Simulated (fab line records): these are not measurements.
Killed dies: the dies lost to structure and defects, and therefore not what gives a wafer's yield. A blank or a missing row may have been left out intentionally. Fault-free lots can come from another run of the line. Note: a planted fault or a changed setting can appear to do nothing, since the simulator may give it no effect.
fab line records -- flow sky130
record lots=7, wafers=21, lastDay=50
route steps=708 shown POLY_GATE@233 LDD_N@237 LDD_P@255 PAD_OPEN@708
lots untouched by any fault: they come from a run of this same line in which no faults occurred
startH: hours from the record's opening day to when the first of the lot's shown wafers began -- waitH: hours from the lot's prior step to this one -- " repeats the value in the row above -- L1.1+2: one row covering several wafers at once -- - value missing, or start not given -- * or withheld: withheld -- < > ~ a bound
route shown NAME@n: a module of which the file shows steps, and the number in the route of the first -- usual: the fault-free wafers' mean and standard deviation -- same: alike in all rows -- chamber/n: place in a boat -- sites: each site's reading -- _std_site: their standard deviation -- _edge_site: the outer-site mean with the inner-site mean subtracted -- radiusMm: for every site, how far away it sits from the centre of the wafer -- mask NAME#n: copy n -- behind: the tool/chamber that last shaped the wafer -- hold: cause of the lot's hold/its duration in hours/its outcome -- device: transistor that didn't switch, given as n, p or np -- end of line: the route-end tests of the same wafers -- where a step has no rows: the recipe by itself -- killed: at the first sort, the dies lost to defects and structure; wafer yield is something else -- map: per-die view of a wafer (x killed, . not killed, _ where there is no die)
set.NAME: the run value of the setting; set.NAME@STEP: its run value at that earlier step -- model.NAME: the simulator's own value behind a step, which no gauge read
a table for each step, a row for each wafer; lots at some steps of the route
services: a tool's chamber out of use, with start hour (startH, from the record's first day; less than 0 if before it), hours out, and reason
## steps
# step SKY_POLY_GATE_CLEAN_19
# recipe chemistry=SC1/SC2, mix=1:4:20, tempC=70, timeS=150, dry=n2Spin
# step SKY_POLY_GATE_OXIDATION_20
# recipe tempC=850, ambient=O2, stabiliseS=600, purgeS=300, targetThkA=40, oxTimeS=899
# step SKY_POLY_GATE_THK_MEAS_21
# recipe reads=SiO2_of_POLY_GATE_OXIDATION_20
# usual POLY_GATE_OXIDATION_THK=3.96/0.098
lot.wafer,tool,chamber,startH,waitH,POLY_GATE_OXIDATION_THK[nm]
L921.1,filmMetro-03,-,400.49,0.0,3.94
L921.2,filmMetro-03,-,400.49,0.0,3.99
L921.5,filmMetro-03,-,400.49,0.0,3.84
L925.1,filmMetro-04,-,432.19,0.0,3.94
L925.3,filmMetro-04,-,432.19,0.0,3.90
L925.5,filmMetro-04,-,432.19,0.0,3.87
L926.1,filmMetro-03,-,439.86,0.0,3.93
L926.3,filmMetro-03,-,439.86,0.0,3.93
L926.6,filmMetro-03,-,439.86,0.0,3.93
L927.1,filmMetro-04,-,445.84,0.0,3.91
L927.3,filmMetro-04,-,445.84,0.0,3.98
L927.6,filmMetro-04,-,445.84,0.0,3.90
L933.1,filmMetro-02,-,497.38,0.0,4.09
L933.4,filmMetro-02,-,497.38,0.0,4.05
L933.5,filmMetro-02,-,497.38,0.0,4.15
L937.2,filmMetro-02,-,533.93,0.0,3.92
L937.5,filmMetro-02,-,533.93,0.0,4.08
L937.6,filmMetro-02,-,533.93,0.0,3.95
L939.2,filmMetro-03,-,555.32,0.0,3.87
L939.3,filmMetro-03,-,555.32,0.0,3.78
L939.6,filmMetro-03,-,555.32,0.0,3.90
# step SKY_POLY_GATE_CD_MEAS_22
# usual cdNm=149.5/2.2
lot.wafer,tool,chamber,startH,waitH,cdNm
L921.1,cdSem-01,-,400.66,0.2,150.5
L921.2,cdSem-01,-,400.66,0.2,150.1
L921.5,cdSem-01,-,400.66,0.2,151.9
L925.1,cdSem-01,-,432.25,0.1,149.8
L925.3,cdSem-01,-,432.25,0.1,151.0
L925.5,cdSem-01,-,432.25,0.1,147.6
L926.1,cdSem-01,-,439.92,0.1,146.0
L926.3,cdSem-01,-,439.92,0.1,149.4
L926.6,cdSem-01,-,439.92,0.1,146.8
L927.1,cdSem-02,-,445.90,0.1,147.7
L927.3,cdSem-02,-,445.90,0.1,148.0
L927.6,cdSem-02,-,445.90,0.1,148.9
L933.1,cdSem-01,-,497.44,0.1,145.1
L933.4,cdSem-01,-,497.44,0.1,150.1
L933.5,cdSem-01,-,497.44,0.1,150.0
L937.2,cdSem-01,-,534.01,0.1,151.5
L937.5,cdSem-01,-,534.01,0.1,148.2
L937.6,cdSem-01,-,534.01,0.1,147.2
L939.2,cdSem-01,-,555.49,0.2,150.3
L939.3,cdSem-01,-,555.49,0.2,146.8
L939.6,cdSem-01,-,555.49,0.2,147.7
# step SKY_LDD_N_DEHYDRATE_00
# recipe tempC=200, timeS=60
# step SKY_LDD_N_HMDS_01
# recipe primeTimeS=60, primeTempC=120
# step SKY_LDD_N_COAT_02
# recipe resist=NOVOLAK, spinRpm=3000, resistThkNm=300
# step SKY_LDD_N_SOFTBAKE_03
# recipe tempC=90, timeS=60, resist=NOVOLAK
# step SKY_LDD_N_EXPOSE_04
# recipe maskId=NTM, targetCdNm=840, na=0.6, sourceShape=conventional, sigmaOuter=0.6, doseMj=110
# step SKY_LDD_N_PEB_05
# recipe tempC=withheld, timeS=*, resist=NOVOLAK
# step SKY_LDD_N_DEVELOP_06
# recipe developTimeS=60, devTempC=23
# step SKY_LDD_N_OVL_MEAS_07
# usual LDD_N_OVL=-1.0/1.2
lot.wafer,tool,chamber,startH,waitH,LDD_N_OVL[nm]
L921.1,overlay-01,-,431.32,0.1,-1.9
L921.2,overlay-01,-,431.32,0.1,-0.7
L921.5,overlay-01,-,431.32,0.1,-1.7
L925.1,overlay-01,-,462.73,0.1,-2.2
L925.3,overlay-01,-,462.73,0.1,-1.4
L925.5,overlay-01,-,462.73,0.1,-2.2
L926.1,overlay-01,-,470.73,0.1,0.0
L926.3,overlay-01,-,470.73,0.1,-1.8
L926.6,overlay-01,-,470.73,0.1,-2.2
L927.1,overlay-02,-,476.52,0.1,-2.1
L927.3,overlay-02,-,476.52,0.1,-1.1
L927.6,overlay-02,-,476.52,0.1,-3.8
L933.1,overlay-02,-,528.39,0.1,-0.8
L933.4,overlay-02,-,528.39,0.1,-0.4
L933.5,overlay-02,-,528.39,0.1,1.9
L937.2,overlay-01,-,564.38,0.1,-2.5
L937.5,overlay-01,-,564.38,0.1,-0.3
L937.6,overlay-01,-,564.38,0.1,-2.3
L939.2,overlay-01,-,583.92,0.1,-1.3
L939.3,overlay-01,-,583.92,0.1,-0.8
L939.6,overlay-01,-,583.92,0.1,-1.1
# step SKY_LDD_N_IMPLANT_08
# recipe species=As, energyKev=20, doseCm2=7.5e+13, tiltDeg=withheld, rotationDeg=23
# usual doseIonsCm2=7.499e+13/8.7e+10
lot.wafer,tool,chamber,startH,waitH,doseIonsCm2
L921.1,implanter-04,0,431.73,0.4,7.511e+13
L921.2,implanter-04,0,431.73,0.4,7.5e+13
L921.5,implanter-04,0,431.73,0.4,7.485e+13
L925.1,implanter-04,0,462.76,0.0,7.49e+13
L925.3,implanter-04,0,462.76,0.0,7.489e+13
L925.5,implanter-04,0,462.76,0.0,7.49e+13
L926.1,implanter-04,0,470.76,0.0,7.502e+13
L926.3,implanter-04,0,470.76,0.0,7.502e+13
L926.6,implanter-04,0,470.76,0.0,7.499e+13
L926.1,implanter-04,0,471.08,0.3,7.498e+13
L926.3,implanter-04,0,471.08,0.3,7.505e+13
L926.6,implanter-04,0,471.08,0.3,7.494e+13
L927.1,implanter-03,0,476.56,0.0,7.513e+13
L927.3,implanter-03,0,476.56,0.0,7.511e+13
L927.6,implanter-03,0,476.56,0.0,7.481e+13
L927.1,implanter-03,0,476.87,0.3,7.502e+13
L927.3,implanter-03,0,476.87,0.3,7.499e+13
L927.6,implanter-03,0,476.87,0.3,7.503e+13
L933.1,implanter-02,0,528.43,0.0,7.512e+13
L933.4,implanter-02,0,528.43,0.0,7.494e+13
L933.5,implanter-02,0,528.43,0.0,7.499e+13
L933.1,implanter-02,0,528.74,0.3,7.49e+13
L933.4,implanter-02,0,528.74,0.3,7.493e+13
L933.5,implanter-02,0,528.74,0.3,7.494e+13
L937.2,implanter-03,0,564.43,0.0,7.512e+13
L937.5,implanter-03,0,564.43,0.0,7.505e+13
L937.6,implanter-03,0,564.43,0.0,7.506e+13
L939.2,implanter-03,0,583.98,0.0,7.498e+13
L939.3,implanter-03,0,583.98,0.0,7.506e+13
L939.6,implanter-03,0,583.98,0.0,7.493e+13
# step SKY_LDD_N_IMPLANT_09
# recipe species=As, energyKev=20, doseCm2=7.5e+13, tiltDeg=withheld, rotationDeg=113
# step SKY_LDD_N_IMPLANT_10
# recipe species=As, energyKev=20, doseCm2=7.5e+13, tiltDeg=withheld, rotationDeg=203
# step SKY_LDD_N_IMPLANT_11
# recipe species=As, energyKev=20, doseCm2=7.5e+13, tiltDeg=withheld, rotationDeg=293
# step SKY_LDD_N_IMPLANT_12
# recipe species=BF2, energyKev=50, doseCm2=5e+12, tiltDeg=30, rotationDeg=0
# step SKY_LDD_N_IMPLANT_13
# recipe species=BF2, energyKev=50, doseCm2=5e+12, tiltDeg=30, rotationDeg=90
# step SKY_LDD_N_IMPLANT_14
# recipe species=BF2, energyKev=50, doseCm2=5e+12, tiltDeg=30, rotationDeg=180
# step SKY_LDD_N_IMPLANT_15
# recipe species=BF2, energyKev=50, doseCm2=5e+12, tiltDeg=30, rotationDeg=270
# step SKY_LDD_N_STRIP_16
# recipe chemistry=O2/N2, powerW=1400, pressureMtorr=1500, platenTempC=withheld, o2FlowSccm=3000, n2FlowSccm=300, overashFraction=0.5
# usual drypumpMotorCurrentA=5.57/0.2, oesProductAu=0.408/0.0049, stripTimeToEndpointS=4.317/0.015
lot.wafer,tool,chamber,startH,waitH,drypumpMotorCurrentA,oesProductAu,rfHoursCounterH,stripTimeToEndpointS
L921.1,plasmaAsher-04,1,432.93,0.1,5.43,0.402,32,4.323
L921.2,plasmaAsher-04,0,432.93,0.1,5.67,0.413,32,4.324
L921.5,plasmaAsher-04,1,432.93,0.1,5.45,0.413,-,4.317
L925.1,plasmaAsher-01,0,463.96,0.1,5.45,0.408,81,4.328
L925.3,plasmaAsher-01,0,463.96,0.1,5.45,0.395,-,4.339
L925.5,plasmaAsher-01,0,463.96,0.1,5.44,0.405,-,4.325
L926.1,plasmaAsher-01,1,472.28,0.1,5.93,0.410,81,4.507
L926.3,plasmaAsher-01,0,472.28,0.1,5.46,0.406,-,4.525
L926.6,plasmaAsher-01,1,472.28,0.1,5.94,0.408,-,4.525
L927.1,plasmaAsher-02,1,478.07,0.1,5.60,0.413,65,4.533
L927.3,plasmaAsher-02,0,478.07,0.1,5.35,0.409,-,4.533
L927.6,plasmaAsher-02,0,478.07,0.1,5.34,0.403,-,4.540
L933.1,plasmaAsher-02,1,529.94,0.1,5.59,0.414,71,4.524
L933.4,plasmaAsher-02,1,529.94,0.1,5.59,0.410,-,4.533
L933.5,plasmaAsher-02,0,529.94,0.1,5.34,0.407,-,4.535
L937.2,plasmaAsher-04,1,565.61,0.1,5.42,0.404,45,4.301
L937.5,plasmaAsher-04,1,565.61,0.1,5.43,0.406,-,4.310
L937.6,plasmaAsher-04,0,565.61,0.1,5.67,0.419,-,4.310
L939.2,plasmaAsher-04,0,585.15,0.1,5.69,0.408,47,4.294
L939.3,plasmaAsher-04,1,585.15,0.1,5.42,0.408,-,4.314
L939.6,plasmaAsher-04,0,585.15,0.1,5.69,0.410,-,4.307
# step SKY_LDD_N_TW_MEAS_17
# usual LDD_N_TW=2588/25
lot.wafer,tool,chamber,startH,waitH,LDD_N_TW
L921.1,filmMetro-02,-,433.03,0.1,2591
L921.2,filmMetro-02,-,433.03,0.1,2579
L921.5,filmMetro-02,-,433.03,0.1,2563
L925.1,filmMetro-03,-,464.06,0.1,2594
L925.3,filmMetro-03,-,464.06,0.1,2577
L925.5,filmMetro-03,-,464.06,0.1,2596
L926.1,filmMetro-02,-,472.38,0.1,2635
L926.3,filmMetro-02,-,472.38,0.1,2656
L926.6,filmMetro-02,-,472.38,0.1,2668
L927.1,filmMetro-01,-,478.17,0.1,2704
L927.3,filmMetro-01,-,478.17,0.1,2720
L927.6,filmMetro-01,-,478.17,0.1,2718
L933.1,filmMetro-03,-,530.04,0.1,2694
L933.4,filmMetro-03,-,530.04,0.1,2692
L933.5,filmMetro-03,-,530.04,0.1,2687
L937.2,filmMetro-03,-,565.72,0.1,2595
L937.5,filmMetro-03,-,565.72,0.1,2591
L937.6,filmMetro-03,-,565.72,0.1,2595
L939.2,filmMetro-03,-,585.26,0.1,2569
L939.3,filmMetro-03,-,585.26,0.1,2550
L939.6,filmMetro-03,-,585.26,0.1,2569
# step SKY_LDD_P_DEHYDRATE_00
# recipe tempC=200, timeS=60
# step SKY_PAD_OPEN_PROBE_99
# usual killed_at_M0_to_M3=43/6.5, killed_at_M4_up=3.2/1.8, killedAtContacts=26/5.2, killedAtFrontEnd=16/4.8, killedAtOther=0.3/0.6, killedDies=89/9.6, killedOnRim=17/3.7, killedOpen=48/7.1, killedShort=40/6.4
# same grossDies=492, killedAtBackSide=0
lot.wafer,tool,chamber,startH,waitH,killed_at_M0_to_M3,killed_at_M4_up,killedAtContacts,killedAtFrontEnd,killedAtOther,killedDies,killedOnRim,killedOpen,killedShort,model.etest.tipN.rsOhmSq,model.etest.nfet_01v8_lvt.vtSatV,model.etest.nfet_01v8.vtSatV
L921.1,prober-02,-,1096.48,0.1,41,6,24,13,0,84,13,42,42,444.1,0.5376,0.6514
L921.2,prober-02,-,1096.53,0.1,43,2,26,17,0,88,12,48,39,442.8,0.5459,0.6519
L921.5,prober-02,-,1096.68,0.2,35,3,20,23,0,81,13,48,33,441.6,0.5377,0.6522
L925.1,prober-02,-,1117.49,0.1,44,4,24,17,0,89,18,47,42,440.2,0.5382,0.6524
L925.3,prober-02,-,1117.59,0.2,37,3,26,18,0,84,15,49,35,441.3,0.5336,0.6398
L925.5,prober-02,-,1117.69,0.2,45,1,24,19,0,89,19,48,40,440.7,0.5206,0.638
L926.1,prober-01,-,1119.24,0.1,47,5,18,23,0,93,20,47,46,387.4,0.5152,0.6329
L926.3,prober-01,-,1119.34,0.2,36,5,31,15,1,88,17,48,39,387.2,0.5171,0.6362
L926.6,prober-01,-,1119.49,0.2,32,3,26,19,0,80,7,42,37,388,0.5169,0.6387
L927.1,prober-02,-,1126.56,0.1,36,3,23,7,2,71,15,35,34,382.2,0.5118,0.6321
L927.3,prober-02,-,1126.66,0.2,38,6,26,21,0,91,18,43,48,387.6,0.5049,0.626
L927.6,prober-02,-,1126.81,0.2,49,2,20,11,3,85,21,43,40,385.3,0.5005,0.6186
L933.1,prober-02,-,1156.10,0.1,43,1,23,12,0,79,17,45,34,388.6,0.5106,0.6273
L933.4,prober-02,-,1156.25,0.2,54,5,29,20,0,108,19,63,44,386.6,0.5219,0.6289
L933.5,prober-02,-,1156.30,0.2,50,1,27,11,0,89,15,51,37,388.1,0.5148,0.6264
L937.2,prober-02,-,1177.21,0.1,39,4,30,14,0,87,20,43,43,441.1,0.523,0.6278
L937.5,prober-02,-,1177.36,0.2,52,4,32,23,0,111,21,62,48,440.7,0.5285,0.6318
L937.6,prober-02,-,1177.41,0.2,44,1,28,24,0,97,17,53,44,437.1,0.5299,0.6413
L939.2,prober-02,-,1190.25,0.1,36,4,23,20,0,83,18,44,39,448.4,0.5393,0.6545
L939.3,prober-02,-,1190.30,0.2,36,2,34,15,0,87,19,43,44,444.7,0.5273,0.6435
L939.6,prober-02,-,1190.45,0.2,34,2,15,17,0,68,15,32,36,444.9,0.5322,0.6413
# killed by level:class
L921.1 CONTACT:geometricParticle:open=11 METAL2:geometricParticle:short=9 METAL1:geometricParticle:short=8 VIA3:geometricParticle:open=7 METAL4:geometricParticle:short=6 VIA1:geometricParticle:open=6 LI_CONTACT:geometricParticle:open=5 VIA2:geometricParticle:open=5
L921.2 VIA1:geometricParticle:open=16 CONTACT:geometricParticle:open=9 VIA2:geometricParticle:open=8 CONTACT:geometricParticle:short=8 FIELD_ISO:geometricParticle:short=5 FIELD_ISO:geometricParticle:open=5 METAL1:geometricParticle:short=5 POLY_GATE:geometricParticle:short=4
L921.5 VIA1:geometricParticle:open=11 CONTACT:geometricParticle:open=9 FIELD_ISO:geometricParticle:open=7 POLY_GATE:geometricParticle:short=7 LI_CONTACT:geometricParticle:open=6 METAL1:geometricParticle:short=5 VIA2:geometricParticle:open=5 VIA2:geometricParticle:short=4
L925.1 VIA1:geometricParticle:open=11 CONTACT:geometricParticle:open=8 VIA2:geometricParticle:open=7 CONTACT:geometricParticle:short=6 FIELD_ISO:geometricParticle:short=5 VIA3:geometricParticle:short=5 VIA3:geometricParticle:open=5 LI_CONTACT:geometricParticle:open=4
L925.3 CONTACT:geometricParticle:open=10 VIA1:geometricParticle:open=7 LI_CONTACT:geometricParticle:open=6 VIA3:geometricParticle:open=6 VIA2:geometricParticle:open=6 METAL1:geometricParticle:short=5 FIELD_ISO:geometricParticle:open=4 VIA1:geometricParticle:short=3
L925.5 VIA1:geometricParticle:open=18 LI_CONTACT:geometricParticle:open=9 CONTACT:geometricParticle:open=6 POLY_GATE:geometricParticle:short=5 VIA3:geometricParticle:short=5 VIA1:geometricParticle:short=5 METAL2:geometricParticle:short=4 METAL1:geometricParticle:short=4
L926.1 CONTACT:geometricParticle:open=9 METAL1:geometricParticle:short=8 FIELD_ISO:geometricParticle:open=7 VIA3:geometricParticle:open=7 VIA1:geometricParticle:short=7 VIA1:geometricParticle:open=7 FIELD_ISO:geometricParticle:short=6 VIA2:geometricParticle:open=6
L926.3 CONTACT:geometricParticle:open=11 VIA2:geometricParticle:open=8 LI_CONTACT:geometricParticle:open=7 VIA3:geometricParticle:open=6 LOCAL_INTERCONNECT:geometricParticle:short=5 CONTACT:geometricParticle:short=5 VIA1:geometricParticle:open=5 POLY_GATE:geometricParticle:short=4
L926.6 LI_CONTACT:geometricParticle:open=8 CONTACT:geometricParticle:open=7 FIELD_ISO:geometricParticle:open=6 FIELD_ISO:geometricParticle:short=5 METAL2:geometricParticle:short=5 METAL1:geometricParticle:short=5 METAL1:geometricParticle:open=4 LOCAL_INTERCONNECT:geometricParticle:short=4
L927.1 LI_CONTACT:geometricParticle:open=8 VIA2:geometricParticle:open=7 LOCAL_INTERCONNECT:geometricParticle:short=6 CONTACT:geometricParticle:open=6 VIA3:geometricParticle:open=5 METAL1:geometricParticle:short=4 VIA1:geometricParticle:open=4 METAL2:geometricParticle:short=4
L927.3 LI_CONTACT:geometricParticle:open=8 FIELD_ISO:geometricParticle:short=7 CONTACT:geometricParticle:short=7 VIA1:geometricParticle:short=7 VIA1:geometricParticle:open=7 CONTACT:geometricParticle:open=6 VIA2:geometricParticle:short=6 VIA3:geometricParticle:open=5
L927.6 VIA1:geometricParticle:open=13 METAL1:geometricParticle:short=10 LI_CONTACT:geometricParticle:open=9 CONTACT:geometricParticle:short=7 VIA3:geometricParticle:open=6 VIA2:geometricParticle:open=5 POLY_GATE:geometricParticle:short=4 FIELD_ISO:geometricParticle:open=3
L933.1 VIA1:geometricParticle:open=10 CONTACT:geometricParticle:open=8 VIA2:geometricParticle:open=7 VIA3:geometricParticle:open=7 VIA1:geometricParticle:short=6 LI_CONTACT:geometricParticle:short=5 POLY_GATE:geometricParticle:short=4 LI_CONTACT:geometricParticle:open=4
L933.4 VIA1:geometricParticle:open=12 CONTACT:geometricParticle:open=11 VIA2:geometricParticle:open=8 VIA3:geometricParticle:open=8 LOCAL_INTERCONNECT:geometricParticle:short=7 METAL1:geometricParticle:short=6 FIELD_ISO:geometricParticle:open=5 LI_CONTACT:geometricParticle:open=5
L933.5 VIA1:geometricParticle:open=15 CONTACT:geometricParticle:open=12 CONTACT:geometricParticle:short=6 VIA3:geometricParticle:open=6 POLY_GATE:geometricParticle:open=4 LI_CONTACT:geometricParticle:open=4 LOCAL_INTERCONNECT:geometricParticle:short=4 METAL1:geometricParticle:short=4
L937.2 VIA1:geometricParticle:open=13 CONTACT:geometricParticle:open=8 VIA3:geometricParticle:short=7 LOCAL_INTERCONNECT:geometricParticle:short=6 LI_CONTACT:geometricParticle:short=5 CONTACT:geometricParticle:short=5 METAL1:geometricParticle:short=5 VIA2:geometricParticle:open=4
L937.5 CONTACT:geometricParticle:open=11 LI_CONTACT:geometricParticle:open=10 VIA2:geometricParticle:open=10 VIA1:geometricParticle:open=9 VIA3:geometricParticle:open=7 FIELD_ISO:geometricParticle:short=6 POLY_GATE:geometricParticle:open=6 METAL1:geometricParticle:short=6
L937.6 VIA1:geometricParticle:open=11 FIELD_ISO:geometricParticle:open=11 METAL2:geometricParticle:short=9 VIA3:geometricParticle:open=8 CONTACT:geometricParticle:short=7 LI_CONTACT:geometricParticle:open=6 LOCAL_INTERCONNECT:geometricParticle:short=6 FIELD_ISO:geometricParticle:short=5
L939.2 LI_CONTACT:geometricParticle:open=9 VIA3:geometricParticle:open=8 FIELD_ISO:geometricParticle:short=7 LOCAL_INTERCONNECT:geometricParticle:short=6 VIA1:geometricParticle:open=6 METAL2:geometricParticle:short=6 VIA2:geometricParticle:open=6 CONTACT:geometricParticle:open=4
L939.3 LOCAL_INTERCONNECT:geometricParticle:short=9 LI_CONTACT:geometricParticle:open=8 VIA2:geometricParticle:open=8 CONTACT:geometricParticle:open=8 CONTACT:geometricParticle:short=6 VIA1:geometricParticle:open=6 METAL1:geometricParticle:short=5 POLY_GATE:geometricParticle:short=4
L939.6 VIA1:geometricParticle:open=7 CONTACT:geometricParticle:open=6 METAL2:geometricParticle:short=6 VIA3:geometricParticle:open=5 POLY_GATE:geometricParticle:short=5 LI_CONTACT:geometricParticle:open=5 METAL1:geometricParticle:short=4 METAL3:geometricParticle:short=4
## services
tool,chamber,startH,hours,kind
implanter-02,-,410.23,108.1,pm
implanter-03,-,417.24,4.7,pm
plasmaAsher-02,-,444.88,4.1,repair
plasmaAsher-02,-,461.16,4.0,repair
plasmaAsher-01,-,495.65,0.6,repair
implanter-04,-,498.40,3.6,pm
plasmaAsher-01,-,501.15,10.0,pm
plasmaAsher-04,-,507.72,1.7,repair
implanter-02,-,518.29,2.3,pm
implanter-02,-,525.32,2.0,repair
implanter-04,-,536.65,9.3,repair
plasmaAsher-04,-,540.73,5.8,repair
implanter-02,-,550.36,1.5,repair
implanter-02,-,581.85,2.2,repair
## key
firstSign step=SKY_LDD_N_IMPLANT_08, reading=visit, direction=added
effect step=SKY_LDD_N_STRIP_16, reading=stripTimeToEndpointS, direction=up, sigmas=14, usual=*, struck=*
effect step=SKY_LDD_N_TW_MEAS_17, reading=LDD_N_TW, direction=up, sigmas=4, usual=2588, struck=2686
modelEffect step=SKY_PAD_OPEN_PROBE_99, value=etest.tipN.rsOhmSq, without=442.5, struck=386.8
metAt SKY_LDD_N_IMPLANT_08
struckWafers L926.1,L926.3,L926.6,L927.1,L927.3,L927.6,L933.1,L933.4,L933.5
testerLeftOut L926,L927,L933
fault kind=repeatedStepWhole, tool=implanter-02,implanter-03,implanter-04, chamber=-, onsetH=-, steps=SKY_LDD_N_IMPLANT_08, times=1, scope=struckLotsOnly
# testerLeftOut: of these lots the tester's yield and bins aren't shown, on N5 and GAA mostly nor the transistor test; their killed dies are dies lost to structure and defects alone, not to doping, threshold or leakage, so they don't give the yield
